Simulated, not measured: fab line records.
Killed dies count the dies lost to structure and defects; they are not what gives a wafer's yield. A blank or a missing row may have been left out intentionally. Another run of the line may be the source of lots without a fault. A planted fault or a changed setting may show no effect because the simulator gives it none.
Struck lot and sound lot, side by side	flow sky130	23 out of 708 route steps
Sound: these wafers, L439.1, L439.3, L439.5. Struck: wafers L443.1, L443.2, L443.4. The cause is given at the end.
For every step that has rows: the tool of each side, followed by ch and its chambers, followed by its first start. Under that, the readings that differ: sound wafers	struck wafers	difference of the means	sigmas: that difference in standard deviations of wafers without a fault.
alike: readings whose means differ by less than 2 such deviations, and words and numbers that are the same on both sides. not compared: withheld readings, readings that some wafer has no value for, bounds like >300 that may hide the same value, and numbers for which the record gives no deviation and whose values overlap.
Wherever a step has rows on one side only, a row that says differs or no value, or a row with sigmas, the two part there. Non-overlapping numbers with no deviation appear without sigmas and do not part them. A reading that every wafer of one side lacks parts them only if that side has two wafers or more.

first, 8 steps without rows for these wafers: SKY_LDD_N_IMPLANT_08; SKY_LDD_N_IMPLANT_09; SKY_LDD_N_IMPLANT_10; SKY_LDD_N_IMPLANT_11; SKY_LDD_N_IMPLANT_12; SKY_LDD_N_IMPLANT_13; SKY_LDD_N_IMPLANT_14; SKY_LDD_N_IMPLANT_15.
SKY_LDD_N_STRIP_16: strips in O2/N2.
  sound on plasma_asher-02 ch 1, day 20 04:07; struck on plasma_asher-01 ch 0,1, day 22 03:32
  alike: drypump_motor_current_A, oes_product_au, strip_time_to_endpoint_s
  not compared: rf_hours_counter_h
SKY_LDD_N_TW_MEAS_17:
  sound: film_metro-03 at day 20 04:13; struck: film_metro-04 at day 22 03:38
reading	sound	struck	difference	sigmas
LDD_N_TW	2610 2617 2632	2528 2530 2518	-94	-2
then, 2 steps without rows for these wafers: SKY_LDD_P_DEHYDRATE_00 (time 60 s); SKY_LDD_P_HMDS_01 (prime time 60 s).
SKY_LDD_P_COAT_02: resist thk 1140 nm.
  sound on litho_track-04 ch 0, day 20 18:52; struck on litho_track-04 ch 0, day 22 18:28
reading	sound	struck	difference	sigmas
spin_speed_rpm (rpm)	2999.3 2997.6 2997.7	3404.8 3408.4 3403.3	+407.3	+99 or more
model.NOVOLAK_of_LDD_P_COAT_02.thk_nm (nm)	1135 1140 1139	1071 1073 1073	-66	
  alike: chill_plate_temp_C, dispense_pressure_kPa
then, 3 steps without rows for these wafers: SKY_LDD_P_SOFTBAKE_03 (time 60 s); SKY_LDD_P_EXPOSE_04 (exposes mask PSDM, target cd 380 nm); SKY_LDD_P_PEB_05.
SKY_LDD_P_DEVELOP_06: develop time 60 s.
  sound on litho_track-04 ch 0, day 21 09:34; struck on litho_track-01 ch 0, day 23 09:32
reading	sound	struck	difference	sigmas
model.NOVOLAK_of_LDD_P_COAT_02.thk_nm (nm)	1135 1139 1139	1071 1073 1072	-66	
  alike: chill_plate_temp_C
SKY_LDD_P_CD_MEAS_07 targets a cd of 380 nm.
  sound: cd_sem-01 at day 21 09:43; struck: cd_sem-01 at day 23 09:41
reading	sound	struck	difference	sigmas
cd_nm (nm)	381.8 381.3 382.5	388.5 388.3 390.0	+7.1	+2
SKY_LDD_P_OVL_MEAS_08:
  sound: overlay-01 at day 21 09:50; struck: overlay-01 at day 23 09:48
  alike: LDD_P_OVL
following that, these wafers have no rows for 1 step: SKY_LDD_P_IMPLANT_09.
SKY_LDD_P_STRIP_10: strips in O2/N2.
  sound on plasma_asher-04 ch 0,1, day 21 10:01; struck on plasma_asher-04 ch 0,1, day 23 09:59
reading	sound	struck	difference	sigmas
strip_time_to_endpoint_s (s)	14.12 14.18 14.18	13.38 13.39 13.39	-0.77	-23
  alike: drypump_motor_current_A, oes_product_au
  not compared: rf_hours_counter_h
SKY_LDD_P_TW_MEAS_11:
  sound: film_metro-02 at day 21 10:07; struck: film_metro-03 at day 23 10:05
  alike: LDD_P_TW
-- here the record skips 25 days between the struck wafers' starts before and after, leaving off in module LDD_P and picking up in module PAD_OPEN (first step shown: number 708 of the route) --
SKY_PAD_OPEN_PROBE_99:
  sound: prober-01 at day 47 06:17; struck: prober-01 at day 48 13:02
  alike: killed_at_M0_to_M3, killed_at_M4_up, killed_at_contacts, killed_at_front_end, killed_at_other, killed_dies, killed_open, killed_short

WHERE THEY PART
Earliest at SKY_LDD_N_TW_MEAS_17; latest, in this record, at SKY_LDD_P_STRIP_10. Later steps at which nothing parts them and some readings are alike: SKY_LDD_P_TW_MEAS_11, SKY_PAD_OPEN_PROBE_99.

WHY: what had been put in by the simulator
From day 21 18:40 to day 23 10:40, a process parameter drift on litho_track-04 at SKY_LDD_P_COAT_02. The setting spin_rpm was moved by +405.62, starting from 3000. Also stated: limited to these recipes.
